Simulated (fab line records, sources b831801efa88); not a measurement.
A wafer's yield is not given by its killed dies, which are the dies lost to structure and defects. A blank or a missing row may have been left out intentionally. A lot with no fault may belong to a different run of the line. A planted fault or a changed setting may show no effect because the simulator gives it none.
What tool caused it? | flow sky130 | 13 lots with 39 wafers sampled at 7 steps, on a route of 708 steps

== WHAT THE GAUGES READ, wafer by wafer ==
SKY_VT_ADJUST_NCORE_CD_MEAS_07: the cd target is 380 nm.
lot  | measured     | on        | cd nm (nm)
L351 | day 8 16:16  | cd sem-01 | 378.0 377.6 379.1
L353 | day 9 04:11  | cd sem-01 | 377.6 378.1 379.7
L354 | day 9 10:31  | cd sem-02 | 377.1 374.7 373.9
L355 | day 10 01:41 | cd sem-01 | 379.0 378.9 379.3
L356 | day 10 18:07 | cd sem-02 | 377.1 377.2 379.2
L358 | day 11 05:49 | cd sem-02 | 384.8 383.1 383.9
L359 | day 11 09:19 | cd sem-01 | 377.3 378.7 377.1
L360 | day 11 10:04 | cd sem-02 | 386.1 383.8 384.6
L364 | day 12 14:47 | cd sem-01 | 381.8 384.5 379.9
L367 | day 13 10:22 | cd sem-01 | 378.1 381.0 377.8
L366 | day 13 11:58 | cd sem-01 | 378.3 380.2 380.1
L369 | day 14 06:59 | cd sem-02 | 381.3 380.3 382.0
L373 | day 15 22:01 | cd sem-01 | 380.1 379.2 380.0

SKY_VT_ADJUST_NCORE_TW_MEAS_11.
lot  | measured     | on            | VT_ADJUST_NCORE_TW
L351 | day 8 16:39  | film metro-03 | 217.0 217.1 216.9
L353 | day 9 04:35  | film metro-03 | 220.6 219.7 218.8
L354 | day 9 10:55  | film metro-04 | 220.1 220.9 219.0
L355 | day 10 02:04 | film metro-03 | 218.9 219.2 219.6
L356 | day 10 18:30 | film metro-03 | 220.4 220.5 220.7
L358 | day 11 06:13 | film metro-03 | 218.2 218.8 219.7
L359 | day 11 09:43 | film metro-03 | 217.9 218.4 219.0
L360 | day 11 10:27 | film metro-01 | 217.4 217.5 216.1
L364 | day 12 15:11 | film metro-01 | 216.9 217.1 217.0
L367 | day 13 10:45 | film metro-04 | 219.4 219.1 220.2
L366 | day 13 12:21 | film metro-01 | 216.6 216.0 216.2
L369 | day 14 07:23 | film metro-04 | 219.1 218.6 220.1
L373 | day 15 22:25 | film metro-04 | 219.7 219.1 219.1

SKY_VT_ADJUST_HVTR_OVL_MEAS_08.
lot  | measured     | on         | VT_ADJUST_HVTR_OVL (nm)
L351 | day 9 14:03  | overlay-01 | -1.0 -0.7 -1.2
L353 | day 10 03:05 | overlay-01 | -3.2 -3.3 -3.0
L354 | day 10 09:14 | overlay-02 | -1.0 -1.4 -1.7
L355 | day 10 23:51 | overlay-02 | 1.2 1.1 1.0
L356 | day 11 17:38 | overlay-01 | -0.3 -1.9 -0.3
L358 | day 12 06:41 | overlay-02 | 0.1 0.5 0.7
L359 | day 12 10:01 | overlay-01 | 0.0 -0.3 -2.3
L360 | day 12 10:30 | overlay-02 | 1.6 0.1 -0.5
L364 | day 13 14:26 | overlay-02 | -0.3 1.4 0.4
L367 | day 14 11:47 | overlay-01 | -0.4 -1.7 -1.9
L366 | day 14 14:27 | overlay-01 | -0.8 -3.2 -2.9
L369 | day 15 10:08 | overlay-01 | -3.4 -2.7 -2.2
L373 | day 17 02:08 | overlay-01 | -0.9 -0.6 0.0

SKY_VT_ADJUST_PCH_OVL_MEAS_07.
lot  | measured     | on         | VT_ADJUST_PCH_OVL (nm)
L351 | day 10 12:10 | overlay-01 | -2.5 -2.1 -1.9
L353 | day 11 01:34 | overlay-01 | -2.1 -1.3 -0.7
L354 | day 11 08:22 | overlay-01 | -1.1 -3.2 -3.2
L355 | day 11 23:25 | overlay-02 | 1.8 2.8 0.2
L356 | day 12 18:25 | overlay-01 | 0.2 -0.1 -0.6
L358 | day 13 06:49 | overlay-02 | -0.9 -0.6 0.7
L359 | day 13 09:37 | overlay-02 | 0.7 -0.1 -0.3
L360 | day 13 09:40 | overlay-02 | -1.8 0.2 0.2
L364 | day 14 17:05 | overlay-01 | 0.5 1.5 2.4
L367 | day 15 13:58 | overlay-01 | - - -
L366 | day 15 17:27 | overlay-01 | 0.8 0.3 -1.4
L369 | day 16 13:55 | overlay-02 | -1.6 -1.5 -0.2
L373 | day 18 07:55 | overlay-02 | 0.7 -0.5 -0.5

SKY_VT_ADJUST_PCH_TW_MEAS_10.
lot  | measured     | on            | VT_ADJUST_PCH_TW
L351 | day 10 12:27 | film metro-01 | 140.6 140.4 140.7
L353 | day 11 01:52 | film metro-02 | 142.7 143.4 143.0
L354 | day 11 08:39 | film metro-01 | 141.1 141.4 140.6
L355 | day 11 23:43 | film metro-02 | 143.2 144.1 144.3
L356 | day 12 18:43 | film metro-02 | 144.3 142.9 143.3
L358 | day 13 07:06 | film metro-04 | 143.7 143.5 143.1
L359 | day 13 09:54 | film metro-02 | 143.4 143.9 143.5
L360 | day 13 09:58 | film metro-04 | 143.7 143.6 143.8
L364 | day 14 17:22 | film metro-01 | 141.1 140.2 140.6
L367 | day 15 14:16 | film metro-01 | 29.7 29.7 29.5
L366 | day 15 17:44 | film metro-04 | 143.1 143.0 142.8
L369 | day 16 14:12 | film metro-02 | 143.8 143.2 143.5
L373 | day 18 08:12 | film metro-01 | 141.2 140.9 140.9

SKY_SONOS_TUNNEL_TW_MEAS_12.
lot  | measured     | on            | SONOS_TUNNEL_TW
L351 | day 11 11:17 | film metro-02 | 198.2 200.3 198.4
L353 | day 12 01:32 | film metro-02 | 198.6 199.8 198.5
L354 | day 12 08:59 | film metro-03 | 197.3 196.8 197.9
L355 | day 13 00:31 | film metro-04 | 198.2 198.8 198.4
L356 | day 13 18:31 | film metro-04 | 197.8 198.0 198.7
L358 | day 14 08:47 | film metro-04 | 199.0 197.7 197.7
L359 | day 14 12:10 | film metro-03 | 197.3 197.0 196.7
L360 | day 14 11:55 | film metro-03 | 196.1 196.7 196.5
L364 | day 15 20:50 | film metro-02 | 199.1 197.5 197.7
L367 | day 16 18:54 | film metro-02 | 212.9 213.6 212.7
L366 | day 16 21:40 | film metro-04 | 196.8 197.9 197.5
L369 | day 17 19:22 | film metro-03 | 196.7 196.5 197.8
L373 | day 19 15:32 | film metro-04 | 195.3 196.4 196.6

== TOOL THAT RAN EACH LOT (tool first, then ch and the chambers of the sampled wafers, then the start) ==
lot  | SKY_VT_ADJUST_PCH_EXPOSE_04
L351 | iline stepper-02 ch 0, day 10 02:01
L353 | iline stepper-01 ch 0, day 10 14:22
L354 | iline stepper-01 ch 0, day 10 20:35
L355 | iline stepper-01 ch 0, day 11 11:21
L356 | iline stepper-01 ch 0, day 12 06:17
L358 | iline stepper-02 ch 0, day 12 19:14
L359 | iline stepper-01 ch 0, day 12 22:35
L360 | iline stepper-02 ch 0, day 12 23:05
L364 | iline stepper-01 ch 0, day 14 04:05
L367 | iline stepper-01 ch 0, day 15 00:42
L366 | iline stepper-01 ch 0, day 15 03:35
L369 | iline stepper-01 ch 0, day 15 23:45
L373 | iline stepper-02 ch 0, day 17 16:48
- SKY_VT_ADJUST_PCH_EXPOSE_04: exposes mask NWM, target cd 840 nm.

== WHAT THE TOOLS THEMSELVES READ (means of the sampled wafers that have a number; where no wafer has one, the mark that the record gives instead) ==
The record holds no such reading with a usual standard deviation.

== THE ANSWER, worked out from the rows above alone ==
Rule: the lots themselves supply what counts as usual. The widest of any qualifying gaps counts: lots, ordered by their means at a reading, are off when they make up no more than a third of the lots, leave a main group of 4 or more, and stand apart from it by 3 or more times the standard deviation of that group's means. A main group whose means are all the same, to the digits that the tables above print for the reading, isn't used. Also off: a lot with no number at a reading for which 4 or more lots have one. All remaining lots with rows at the step are treated as sound. The gauges are gone through in route order, then the tools' own readings, and for those a lot's mean is taken as printed above. The first step at which some lot is off is used, and at that step the reading that is off furthest; a lot without a number counts as furthest.
Off: at SKY_VT_ADJUST_PCH_OVL_MEAS_07 (VT_ADJUST_PCH_OVL), L367. Without a number there: L367. For the main group the mean is -0.4 nm and the standard deviation 1.2.
A tool fits if, at a process step before that reading, it ran every lot that is off, and no sound lot after the first of them. The gauges at SKY_VT_ADJUST_PCH_OVL_MEAS_07 aren't tried: what is off there is off at SKY_VT_ADJUST_PCH_TW_MEAS_10 too, on other tools, and a gauge's error can't cause that. Of those tried, none fits.

== WHAT THE SIMULATOR HAD INSERTED ==
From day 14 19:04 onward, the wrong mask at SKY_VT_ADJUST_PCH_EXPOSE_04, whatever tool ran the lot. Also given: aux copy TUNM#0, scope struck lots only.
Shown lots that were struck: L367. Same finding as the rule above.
